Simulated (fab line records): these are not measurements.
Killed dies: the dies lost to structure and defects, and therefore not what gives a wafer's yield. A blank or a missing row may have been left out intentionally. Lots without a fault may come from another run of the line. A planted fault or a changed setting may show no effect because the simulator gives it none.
fab line records -- flow sky130
record: lots: 5, wafers: 15, last-day: 49
route steps=708 shown LDD_HVN@270 LDD_HVP@278 PAD_OPEN@708
lots that met no fault: from a run of the same line without faults
start-h: hours from the record's first day to the start of the lot's first wafer shown -- wait-h: hours from the lot's prior step to this one -- " the same as in the row above -- L1.1+2: a row that stands for several wafers -- - value missing, or start not given -- * or withheld: withheld -- < > ~ a bound
route shown NAME@n: NAME is a module with steps in the file, n the number in the route of the first one -- usual: average and standard deviation across the fault-free wafers -- same: alike in all rows -- chamber/n: place in a boat -- sites: the reading at each site -- _std_site: their standard deviation -- _edge_site: the outer-site mean with the inner-site mean subtracted -- radius-mm: how far each site lies from the wafer's centre -- mask NAME#n: copy n -- behind: tool/chamber where the wafer was last shaped -- hold: the reason the lot was held/the length of the hold in hours/how it ended -- device: which transistor (n, p or np) failed to switch -- end of line: tests of these same wafers at the route's end -- a step with no rows: only its recipe -- killed: the dies lost at the first sort to structure and to defects; this is not the yield of the wafer -- map: a wafer's dies, marking killed ones x, the rest . and places with no die _
set.NAME: setting as actually run; set.NAME@STEP: the setting as run at that earlier step -- model.NAME: the simulator's own value behind a step, which no gauge read
a table for each step, a row for each wafer; lots at some steps of the route
services: the hour from which a tool's chamber was out of use, counted from the record's first day as start-h (under 0 if before that day), plus the number of hours and why
== steps ==
step: SKY_LDD_HVN_SOFTBAKE_03
recipe: temp-c: 90, time-s: 60, resist: NOVOLAK
step: SKY_LDD_HVN_EXPOSE_04
recipe: mask-id: HVNTM, na: 0.6, source-shape: conventional, sigma-outer: 0.6, polarization: unpolarized, target-cd-nm: 700, dose-mj: 127
step: SKY_LDD_HVN_PEB_05
recipe: temp-c: withheld, time-s: *, resist: NOVOLAK
step: SKY_LDD_HVN_DEVELOP_06
recipe: resist: NOVOLAK, developer: TMAH, develop-time-s: 60, dev-temp-c: 23
step: SKY_LDD_HVN_OVL_MEAS_07
usual: LDD_HVN_OVL: 0.5/1.1
lot.wafer,tool,chamber,start-h,wait-h,LDD_HVN_OVL[nm]
L619.1,overlay-01,-,533.43,0.1,0.1
L619.4,overlay-01,-,533.43,0.1,-0.2
L619.5,overlay-01,-,533.43,0.1,-1.7
L620.1,overlay-01,-,540.53,0.1,0.1
L620.3,overlay-01,-,540.53,0.1,0.6
L620.4,overlay-01,-,540.53,0.1,0.7
L622.2,overlay-02,-,553.36,0.1,-1.0
L622.4,overlay-02,-,553.36,0.1,-0.6
L622.6,overlay-02,-,553.36,0.1,0.6
L630.2,overlay-01,-,625.23,0.1,1.2
L630.3,overlay-01,-,625.23,0.1,1.0
L630.5,overlay-01,-,625.23,0.1,0.0
L631.2,overlay-01,-,629.51,0.1,-1.0
L631.4,overlay-01,-,629.51,0.1,-2.1
L631.5,overlay-01,-,629.51,0.1,0.3
step: SKY_LDD_HVN_IMPLANT_08
recipe: species: P, energy-kev: 60, dose-cm2: 3e+13, tilt-deg: 40
step: SKY_LDD_HVN_STRIP_09
recipe: chemistry: O2/N2, power-w: 1400, pressure-mtorr: 1500, platen-temp-c: withheld, o2-flow-sccm: 3000, n2-flow-sccm: 300, overash-fraction: 0.5
usual: drypump-motor-current-A: 5.67/0.29, o2-flow-sccm: 2999/9, oes-product-au: 0.408/0.0052, strip-time-to-endpoint-s: 4.129/0.013
same: overash-fraction: 0.5
lot.wafer,tool,chamber,start-h,wait-h,drypump-motor-current-A,o2-flow-sccm,oes-product-au,rf-hours-counter-h,strip-time-to-endpoint-s
L619.1,plasma-asher-03,1,533.61,0.1,5.69,2988,0.410,11,4.134
L619.4,plasma-asher-03,1,533.61,0.1,5.69,2970,0.408,-,4.099
L619.5,plasma-asher-03,1,533.61,0.1,5.70,2992,0.402,-,4.100
L620.1,plasma-asher-02,1,540.71,0.1,5.48,3012,0.404,71,4.133
L620.3,plasma-asher-02,0,540.71,0.1,6.11,2997,0.412,-,4.125
L620.4,plasma-asher-02,1,540.71,0.1,5.48,2992,0.412,-,4.120
L622.2,plasma-asher-01,1,553.54,0.1,5.30,2992,0.411,45,4.129
L622.4,plasma-asher-01,1,553.54,0.1,5.28,2997,0.402,-,4.148
L622.6,plasma-asher-01,1,553.54,0.1,5.28,2989,0.416,-,4.152
L630.2,plasma-asher-02,0,625.41,0.1,6.13,2995,0.404,79,4.131
L630.3,plasma-asher-02,1,625.41,0.1,5.47,3000,0.406,-,4.127
L630.5,plasma-asher-02,0,625.41,0.1,6.14,2993,0.407,-,4.125
L631.2,plasma-asher-02,1,629.69,0.1,5.46,3006,0.405,79,4.129
L631.4,plasma-asher-02,0,629.69,0.1,6.12,3002,0.411,-,4.130
L631.5,plasma-asher-02,1,629.69,0.1,5.47,3003,0.415,-,4.121
step: SKY_LDD_HVN_TW_MEAS_10
usual: LDD_HVN_TW: 1456/13
lot.wafer,tool,chamber,start-h,wait-h,LDD_HVN_TW
L619.1,film-metro-02,-,533.71,0.1,1457
L619.4,film-metro-02,-,533.71,0.1,1457
L619.5,film-metro-02,-,533.71,0.1,1460
L620.1,film-metro-01,-,540.81,0.1,1460
L620.3,film-metro-01,-,540.81,0.1,1467
L620.4,film-metro-01,-,540.81,0.1,1467
L622.2,film-metro-02,-,553.65,0.1,1448
L622.4,film-metro-02,-,553.65,0.1,1461
L622.6,film-metro-02,-,553.65,0.1,1456
L630.2,film-metro-04,-,625.52,0.1,1439
L630.3,film-metro-04,-,625.52,0.1,1434
L630.5,film-metro-04,-,625.52,0.1,1436
L631.2,film-metro-01,-,629.80,0.1,1466
L631.4,film-metro-01,-,629.80,0.1,1468
L631.5,film-metro-01,-,629.80,0.1,1476
step: SKY_LDD_HVP_DEHYDRATE_00
recipe: temp-c: 200, time-s: 60
step: SKY_LDD_HVP_HMDS_01
recipe: prime-time-s: 60, prime-temp-c: 120
step: SKY_LDD_HVP_COAT_02
recipe: resist: NOVOLAK, spin-rpm: 3000, resist-thk-nm: 300
step: SKY_LDD_HVP_SOFTBAKE_03
recipe: temp-c: 90, time-s: 60, resist: NOVOLAK
step: SKY_LDD_HVP_EXPOSE_04
recipe: mask-id: HVPTM, na: 0.6, source-shape: conventional, sigma-outer: 0.6, polarization: unpolarized, target-cd-nm: 700, dose-mj: 86
usual: stage-vel-mm-s: 500.09/0.24
lot.wafer,tool,chamber,start-h,wait-h,mask,stage-vel-mm-s
L619.1,iline-stepper-02,0,548.99,-,HVPTM#0,500.17
L619.4,iline-stepper-02,0,548.99,-,HVPTM#0,500.06
L619.5,iline-stepper-02,0,548.99,-,HVPTM#0,500.20
L620.1,iline-stepper-01,0,555.28,-,HVNTM#0,499.75
L620.3,iline-stepper-01,0,555.28,-,HVNTM#0,499.60
L620.4,iline-stepper-01,0,555.28,-,HVNTM#0,499.62
L622.2,iline-stepper-02,0,568.26,-,HVPTM#0,500.06
L622.4,iline-stepper-02,0,568.26,-,HVPTM#0,499.77
L622.6,iline-stepper-02,0,568.26,-,HVPTM#0,500.06
L630.2,iline-stepper-01,0,640.22,-,HVPTM#0,499.57
L630.3,iline-stepper-01,0,640.22,-,HVPTM#0,499.84
L630.5,iline-stepper-01,0,640.22,-,HVPTM#0,499.82
L631.2,iline-stepper-01,0,643.67,-,HVPTM#0,500.58
L631.4,iline-stepper-01,0,643.67,-,HVPTM#0,500.42
L631.5,iline-stepper-01,0,643.67,-,HVPTM#0,500.30
step: SKY_LDD_HVP_PEB_05
recipe: temp-c: withheld, time-s: *, resist: NOVOLAK
step: SKY_LDD_HVP_DEVELOP_06
recipe: resist: NOVOLAK, developer: TMAH, develop-time-s: 60, dev-temp-c: 23
step: SKY_LDD_HVP_OVL_MEAS_07
usual: LDD_HVP_OVL: -0.3/1.2
lot.wafer,tool,chamber,start-h,wait-h,LDD_HVP_OVL[nm]
L619.1,overlay-02,-,563.35,0.1,-2.2
L619.4,overlay-02,-,563.35,0.1,-1.2
L619.5,overlay-02,-,563.35,0.1,-1.2
L620.1,overlay-01,-,570.61,0.1,-
L620.3,overlay-01,-,570.61,0.1,-
L620.4,overlay-01,-,570.61,0.1,-
L622.2,overlay-01,-,582.86,0.1,0.7
L622.4,overlay-01,-,582.86,0.1,0.5
L622.6,overlay-01,-,582.86,0.1,0.5
L630.2,overlay-01,-,653.91,0.1,0.2
L630.3,overlay-01,-,653.91,0.1,0.3
L630.5,overlay-01,-,653.91,0.1,1.0
L631.2,overlay-01,-,657.66,0.1,-1.8
L631.4,overlay-01,-,657.66,0.1,-3.3
L631.5,overlay-01,-,657.66,0.1,-0.4
step: SKY_LDD_HVP_IMPLANT_08
recipe: species: B, energy-kev: 20, dose-cm2: 1.7e+13, tilt-deg: 17.9
step: SKY_LDD_HVP_STRIP_09
recipe: chemistry: O2/N2, power-w: 1400, pressure-mtorr: 1500, platen-temp-c: withheld, o2-flow-sccm: 3000, n2-flow-sccm: 300, overash-fraction: 0.5
usual: drypump-motor-current-A: 5.66/0.29, o2-flow-sccm: 3001/9.5, oes-product-au: 0.408/0.0045, strip-time-to-endpoint-s: 4.129/0.016
same: overash-fraction: 0.5
lot.wafer,tool,chamber,start-h,wait-h,drypump-motor-current-A,o2-flow-sccm,oes-product-au,rf-hours-counter-h,strip-time-to-endpoint-s
L619.1,plasma-asher-02,1,563.54,0.1,5.49,2998,0.415,73,4.168
L619.4,plasma-asher-02,0,563.54,0.1,6.10,2996,0.405,-,4.158
L619.5,plasma-asher-02,1,563.54,0.1,5.45,3004,0.410,-,4.154
L620.1,plasma-asher-02,1,570.80,0.1,5.47,3013,0.408,74,4.118
L620.3,plasma-asher-02,0,570.80,0.1,6.13,3006,0.412,-,4.116
L620.4,plasma-asher-02,1,570.80,0.1,5.48,3006,0.418,-,4.113
L622.2,plasma-asher-02,0,583.04,0.1,6.12,2995,0.403,75,4.144
L622.4,plasma-asher-02,1,583.04,0.1,5.51,2995,0.411,-,4.127
L622.6,plasma-asher-02,1,583.04,0.1,5.49,3004,0.408,-,4.139
L630.2,plasma-asher-01,0,654.09,0.1,5.73,2996,0.414,55,4.147
L630.3,plasma-asher-01,0,654.09,0.1,5.74,2997,0.410,-,4.143
L630.5,plasma-asher-01,1,654.09,0.1,5.29,2980,0.411,-,4.134
L631.2,plasma-asher-04,0,657.84,0.1,5.52,3004,0.409,95,4.119
L631.4,plasma-asher-04,0,657.84,0.1,5.48,2995,0.409,-,4.142
L631.5,plasma-asher-04,0,657.84,0.1,5.53,3003,0.404,-,4.116
step: SKY_LDD_HVP_TW_MEAS_10
usual: LDD_HVP_TW: 460/4.5
lot.wafer,tool,chamber,start-h,wait-h,hold,LDD_HVP_TW
L619.1,film-metro-02,-,563.64,0.1,-,460
L619.4,film-metro-02,-,563.64,0.1,-,461
L619.5,film-metro-02,-,563.64,0.1,-,460
L620.1,film-metro-02,-,570.90,0.1,await-dispo/0.2h/release,30
L620.3,film-metro-02,-,570.90,0.1,await-dispo/0.2h/release,30
L620.4,film-metro-02,-,570.90,0.1,await-dispo/0.2h/release,30
L620.1,film-metro-02,-,571.12,0.2,-,30
L620.3,film-metro-02,-,571.12,0.2,-,30
L620.4,film-metro-02,-,571.12,0.2,-,30
L622.2,film-metro-02,-,583.15,0.1,-,462
L622.4,film-metro-02,-,583.15,0.1,-,462
L622.6,film-metro-02,-,583.15,0.1,-,460
L630.2,film-metro-01,-,654.20,0.1,-,468
L630.3,film-metro-01,-,654.20,0.1,-,468
L630.5,film-metro-01,-,654.20,0.1,-,466
L631.2,film-metro-03,-,657.95,0.1,-,451
L631.4,film-metro-03,-,657.95,0.1,-,452
L631.5,film-metro-03,-,657.95,0.1,-,453
step: SKY_PAD_OPEN_PROBE_99
usual: defect-limited-yield: 82.8/2.1, killed_at_M0_to_M3: 42/6.6, killed_at_M4_up: 3.1/1.9, killed-at-contacts: 24/5.6, killed-at-front-end: 15/4.8, killed-at-other: 0.3/0.48, killed-dies: 84/10, killed-open: 47/6.8, killed-short: 37/6.8, sort_bin_3_pad_short: 0.9/0.48, sort_bin_5_function: 10.1/1.4, sort_bin_6_memory: 6.2/1.2, sort-n-pass: 408/10, sort-yield-pct: 82.8/2.1
same: gross-dies: 492, killed-at-back-side: 0, sort_bin_4_leakage[%]: 0, sort_bin_8_speed[%]: 0
lot.wafer,tool,chamber,start-h,wait-h,defect-limited-yield[%],killed_at_M0_to_M3,killed_at_M4_up,killed-at-contacts,killed-at-front-end,killed-at-other,killed-dies,killed-open,killed-short,sort_bin_3_pad_short[%],sort_bin_5_function[%],sort_bin_6_memory[%],sort-n-pass,sort-yield-pct[%]
L619.1,prober-02,-,1122.43,0.1,84.3,39,2,25,11,0,77,34,43,0.4,10.0,5.3,415,84.3
L619.4,prober-02,-,1122.58,0.2,85.2,39,4,18,12,0,73,42,31,0.6,8.3,5.9,419,85.2
L619.5,prober-02,-,1122.63,0.2,82.3,46,3,20,18,0,87,42,45,1.6,10.0,6.1,405,82.3
L622.2,prober-01,-,1137.85,0.1,82.7,35,8,25,17,0,85,50,35,0.6,11.0,5.7,407,82.7
L622.4,prober-01,-,1137.95,0.2,82.1,47,1,22,18,0,88,50,38,0.8,11.0,6.1,404,82.1
L622.6,prober-01,-,1138.05,0.2,78.0,57,3,27,21,0,108,57,51,1.6,11.8,8.5,384,78.0
L631.2,prober-02,-,1181.49,0.1,86.2,35,2,20,11,0,68,41,27,0.6,9.1,4.1,424,86.2
L631.4,prober-02,-,1181.59,0.2,87.8,31,3,13,13,0,60,30,30,1.0,6.9,4.3,432,87.8
L631.5,prober-02,-,1181.64,0.2,82.3,41,4,29,13,0,87,55,32,0.6,10.4,6.7,405,82.3
killed by level:class
L619.1 VIA1:geometric-particle:open=10 METAL1:geometric-particle:short=9 LOCAL_INTERCONNECT:geometric-particle:short=8 CONTACT:geometric-particle:open=7 VIA2:geometric-particle:open=6 CONTACT:geometric-particle:short=5 VIA1:geometric-particle:short=5 METAL3:geometric-particle:short=4
L619.4 METAL1:geometric-particle:short=8 CONTACT:geometric-particle:open=7 VIA1:geometric-particle:open=7 LI_CONTACT:geometric-particle:open=5 VIA1:geometric-particle:short=5 VIA2:geometric-particle:open=5 VIA3:geometric-particle:open=5 METAL1:geometric-particle:open=4
L619.5 VIA1:geometric-particle:open=14 METAL1:geometric-particle:short=7 FIELD_ISO:geometric-particle:open=6 VIA1:geometric-particle:short=6 LI_CONTACT:geometric-particle:short=5 LOCAL_INTERCONNECT:geometric-particle:short=5 VIA2:geometric-particle:open=5 FIELD_ISO:geometric-particle:short=4
L622.2 VIA1:geometric-particle:open=13 CONTACT:geometric-particle:open=10 METAL4:geometric-particle:short=8 VIA2:geometric-particle:open=7 LI_CONTACT:geometric-particle:open=6 POLY_GATE:geometric-particle:short=5 FIELD_ISO:geometric-particle:open=4 METAL1:geometric-particle:short=4
L622.4 VIA1:geometric-particle:open=11 CONTACT:geometric-particle:open=10 POLY_GATE:geometric-particle:short=9 VIA3:geometric-particle:open=9 LI_CONTACT:geometric-particle:open=6 METAL1:geometric-particle:short=6 FIELD_ISO:geometric-particle:short=5 POLY_GATE:geometric-particle:open=4
L622.6 VIA1:geometric-particle:open=15 VIA3:geometric-particle:open=13 METAL1:geometric-particle:short=9 LI_CONTACT:geometric-particle:open=7 CONTACT:geometric-particle:open=7 FIELD_ISO:geometric-particle:open=6 POLY_GATE:geometric-particle:short=6 CONTACT:geometric-particle:short=5
L631.2 VIA1:geometric-particle:open=10 LI_CONTACT:geometric-particle:open=8 VIA2:geometric-particle:open=7 METAL1:geometric-particle:short=6 CONTACT:geometric-particle:short=5 CONTACT:geometric-particle:open=5 POLY_GATE:geometric-particle:open=3 VIA1:geometric-particle:short=3
L631.4 CONTACT:geometric-particle:open=6 VIA1:geometric-particle:open=5 FIELD_ISO:geometric-particle:short=4 FIELD_ISO:geometric-particle:open=4 METAL2:geometric-particle:short=4 VIA2:geometric-particle:open=4 POLY_GATE:geometric-particle:short=3 METAL1:geometric-particle:short=3
L631.5 CONTACT:geometric-particle:open=13 VIA1:geometric-particle:open=9 VIA2:geometric-particle:open=8 LI_CONTACT:geometric-particle:open=6 POLY_GATE:geometric-particle:open=5 METAL1:geometric-particle:short=5 LOCAL_INTERCONNECT:geometric-particle:short=4 CONTACT:geometric-particle:short=4
== services ==
tool,chamber,start-h,hours,kind
plasma-asher-01,-,524.41,2.6,repair
iline-stepper-01,-,560.52,1.7,pm
plasma-asher-01,-,640.54,2.8,pm
plasma-asher-02,-,646.47,9.9,repair
== key ==
first-sign: step: SKY_LDD_HVP_EXPOSE_04, reading: mask, direction: changed
effect: step: SKY_LDD_HVP_OVL_MEAS_07, reading: LDD_HVP_OVL, direction: missing
effect: step: SKY_LDD_HVP_TW_MEAS_10, reading: visit, direction: added
effect: step: SKY_LDD_HVP_TW_MEAS_10, reading: LDD_HVP_TW, direction: down, sigmas: 95, usual: 460, struck: 30
met-at SKY_LDD_HVP_EXPOSE_04
struck-wafers L620.1,L620.3,L620.4
scrapped-behind SKY_LDD_HVP_TW_MEAS_10 L620.1,L620.3,L620.4
fault: kind: wrong-mask, tool: any, chamber: -, onset-h: 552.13, steps: SKY_LDD_HVP_EXPOSE_04, aux-copy: HVNTM#0, scope: struck-lots-only
